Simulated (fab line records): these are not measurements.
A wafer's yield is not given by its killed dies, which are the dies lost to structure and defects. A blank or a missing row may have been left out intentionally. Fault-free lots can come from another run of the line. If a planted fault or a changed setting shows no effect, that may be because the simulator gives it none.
A lot that was struck, set against a sound lot :: flow sky130 :: 15 steps out of a route of 708
Sound: these wafers, L653.2, L653.4, L653.6. Struck: wafers L659.1, L659.4, L659.6. The cause is given at the end.
Per side, at each step with rows, come the tool, then ch with its chambers, and then its first start. Under that, the readings that differ: sound wafers :: struck wafers :: difference of the means :: sigmas: that difference in standard deviations of wafers without a fault.
alike: a reading whose means differ by less than 2 such deviations, as well as words and numbers matching on both sides. not compared: withheld readings; readings where some wafer has no value; bounds like >300 that might hide an equal value; numbers whose values overlap and for which the record gives no deviation.
Wherever a step has rows on one side only, a row that says differs or no value, or a row with sigmas, the two part there. When numbers do not overlap yet have no deviation, they are printed without sigmas and do not part them. A reading missing from all wafers of one side parts the sides only when that side holds two or more wafers.

SKY_VIA4_STRIP_13: strips in O2/N2.
  sound on plasma asher-04 ch 0,1, day 44 09:35; struck on plasma asher-04 ch 0,1, day 46 03:22
  alike: drypump motor current A, oes product au, strip time to endpoint s
  not compared: rf hours counter h
then, 3 steps without rows for these wafers: SKY_VIA4_STRIP_14 (strips in post etch residue remover, time 1200 s); SKY_VIA4_CLEAN_15 (cleans in IPA, time 180 s); SKY_VIA4_CLEAN_16 (cleans in O3/DIW).
SKY_VIA4_SPUTTER_17: material TiN, target thk 20 nm, time 80 s.
  struck on pvd sputter-02, day 46 03:58; sound on pvd sputter-02, day 44 10:10
  alike: cathode dc power W, chamber pressure pa, throttle valve pct
SKY_VIA4_CVD_18: deposits W, target thk 505 nm, time 152.14 s.
  sound on cvd w-02 ch 0,1, day 44 10:14; struck on cvd w-02 ch 0,1, day 46 04:01
  alike: heater power w
SKY_VIA4_RS_MEAS_19: uses a four-point probe to measure.
  struck on film metro-03, day 46 04:10; sound on film metro-03, day 44 10:25
  alike: VIA4_W_RS
SKY_VIA4_THK_MEAS_20: measures by xrf.
  struck on film metro-03, day 46 04:17; sound on film metro-03, day 44 10:31
  alike: VIA4_W_THK
then, 1 step without rows for these wafers: SKY_VIA4_CMP_21 (polishes, stops on SiO2, t overpolish 25 s, target thk 0 nm).
SKY_METAL5_SPUTTER_00: material Ti, target thk 15 nm, time 10 s.
  struck on pvd sputter-03, day 46 04:39; sound on pvd sputter-04, day 44 10:52
  alike: cathode dc power W, chamber pressure pa, throttle valve pct
then, 2 steps without rows for these wafers: SKY_METAL5_SPUTTER_01 (material TiN, target thk 20 nm, time 16.7 s); SKY_METAL5_SPUTTER_02 (material AlCu, target thk 1150 nm, time 61.2 s).
SKY_METAL5_SPUTTER_03: material Ti, target thk 5 nm, time 3.19 s.
  struck on pvd sputter-03, day 46 04:45; sound on pvd sputter-04, day 44 10:58
  no value came back on the struck wafers for cathode dc power W (W), chamber pressure pa (Pa), throttle valve pct (%); on the sound wafers cathode dc power W (W) reads 3000.0 3000.1 2998.8
SKY_METAL5_SPUTTER_04: material TiN, target thk 70 nm, time 58.3 s.
  struck on pvd sputter-03, day 46 04:46; sound on pvd sputter-04, day 44 10:59
  alike: cathode dc power W, chamber pressure pa, throttle valve pct
-- the record jumps here: 3 days lie between the struck wafers' starts before and after (it left off in module METAL5 and takes up again in module PAD_OPEN, whose first step shown is number 708 of the route) --
SKY_PAD_OPEN_PROBE_99:
  struck on prober-02, day 48 17:41; sound on prober-01, day 47 04:09
reading: killed at other
sound: 0 0 0
struck: 2 2 1
difference: +2
sigmas: +3
  alike: defect limited yield, killed_at_M0_to_M3, killed_at_M4_up, killed at contacts, killed at front end, killed dies, killed open, killed short, sort_bin_3_pad_short, sort_bin_5_function, sort_bin_6_memory, sort_bin_8_speed, sort n pass, sort yield pct

== WHERE THEY PART ==
At SKY_METAL5_SPUTTER_03 first; at SKY_PAD_OPEN_PROBE_99 last (within this record only).

WHY: what had been put in by the simulator
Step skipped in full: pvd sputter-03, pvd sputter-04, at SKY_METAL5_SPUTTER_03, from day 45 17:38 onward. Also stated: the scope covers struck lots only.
